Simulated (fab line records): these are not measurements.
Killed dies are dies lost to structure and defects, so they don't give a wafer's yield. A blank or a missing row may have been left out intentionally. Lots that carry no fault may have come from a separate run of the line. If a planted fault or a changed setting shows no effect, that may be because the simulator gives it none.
The same fault as seen by 2 desks	flow sky130	every desk sees just its own numbers, and what lay behind them comes last

AT THE METROLOGY DESK
What the gauges read for every lot (on any tool): the sampled wafers with a number, averaged. Marked OUT: a lot whose mean sits more than 4 standard deviations from the usual mean, which makes it out of limits; the brackets give that distance.
Columns: A = SONOS_ONO_OXIDATION_THK at SKY_SONOS_ONO_THK_MEAS_01, usual 2.60 nm; B = LDD_LDN_TW at SKY_LDD_LDN_TW_MEAS_13, usual 1473
lot	first seen here	A	B
L674	day 11 07:44	2.58	1484
L677	day 12 08:59	2.59	1478
L676	day 12 11:01	2.60	1482
L678	day 12 19:07	2.62	1454
L682	day 13 23:22	2.16 (-8.1) OUT	1481
L683	day 14 07:09	2.09 (-9.4) OUT	1466
L691	day 16 23:23	2.64	1469
L694	day 17 14:11	2.51	1473
L695	day 17 20:31	2.53	1472
L696	day 18 06:00	2.65	1476
L697	day 18 21:25	2.64	1481
Per this desk, out of limits: L682, L683; the first was L682, day 13 23:22 (SONOS_ONO_OXIDATION_THK at SKY_SONOS_ONO_THK_MEAS_01). L674, L677, L676, L678, L691, L694, L695, L696, L697 stayed within limits.

FOR THE TOOL OWNER'S DESK: furnace-01
The tool's own readings at SKY_SONOS_ONO_OXIDATION_00 (stabilise 600 s, purge 300 s, target thk 2.6 nm): means of the sampled wafers that have a number, for each lot that ran on this tool. Marked OUT: a lot whose mean sits more than 4 standard deviations from the usual mean, which makes it out of limits; the brackets give that distance.
Columns: A = spikeTcCentreC at SKY_SONOS_ONO_OXIDATION_00, usual 799.4 C; B = spikeTcLowerC at SKY_SONOS_ONO_OXIDATION_00, usual 799.4 C; C = spikeTcTopC at SKY_SONOS_ONO_OXIDATION_00, usual 812.1 C; D = spikeTcUpperC at SKY_SONOS_ONO_OXIDATION_00, usual 800.3 C; E = tubeCenterTempC at SKY_SONOS_ONO_OXIDATION_00, usual 800 C; F = tube_center_temp_C_max at SKY_SONOS_ONO_OXIDATION_00, usual 802.1; G = zonePowerCentrePct at SKY_SONOS_ONO_OXIDATION_00, usual 15.4 %
lot	first seen here	A	B	C	D	E	F	G
L676	day 12 09:40	798.1	798.9	813.5	799.5	800	802.2	14.9
L678	day 12 17:47	798.2	798.5	813.8	798.7	800	802.0	14.8
L682	day 13 22:01	785.7 (-7.2) OUT	785.4 (-11) OUT	801.7 (-6.5) OUT	787.9 (-12) OUT	787 (-99 or more) OUT	789.1 (-39) OUT	14.2
L683	day 14 05:49	784.8 (-7.7) OUT	785.2 (-11) OUT	802.5 (-6.0) OUT	787.7 (-13) OUT	787 (-99 or more) OUT	789.2 (-39) OUT	14.4
L696	day 18 04:39	797.3	799.1	813.6	800.5	800	802.2	14.8
L697	day 18 20:02	797.9	798.0	812.8	799.9	800	802.3	14.8
Finding of this desk: L682, L683 out of limits; the first was L682 at day 13 22:01, on spikeTcCentreC at SKY_SONOS_ONO_OXIDATION_00. L676, L678, L696, L697 stayed within limits.

PUT TOGETHER
At day 13 22:01, on L682, L683, the tool owner's desk was in a position to raise an alarm.
An alarm was possible from the metrology desk at day 13 23:22, on L682, L683.
The lots listed all ran SKY_SONOS_ONO_OXIDATION_00 on furnace-01.

WHAT THE SIMULATOR HAD INSERTED
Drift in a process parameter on furnace-01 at SKY_SONOS_ONO_OXIDATION_00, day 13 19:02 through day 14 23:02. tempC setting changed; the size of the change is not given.
Struck lots among those shown: L682, L683.
Delay (hours) between the fault's onset and each desk's first out-of-limits reading: 3 at the tool owner's desk, 4 at the metrology desk.
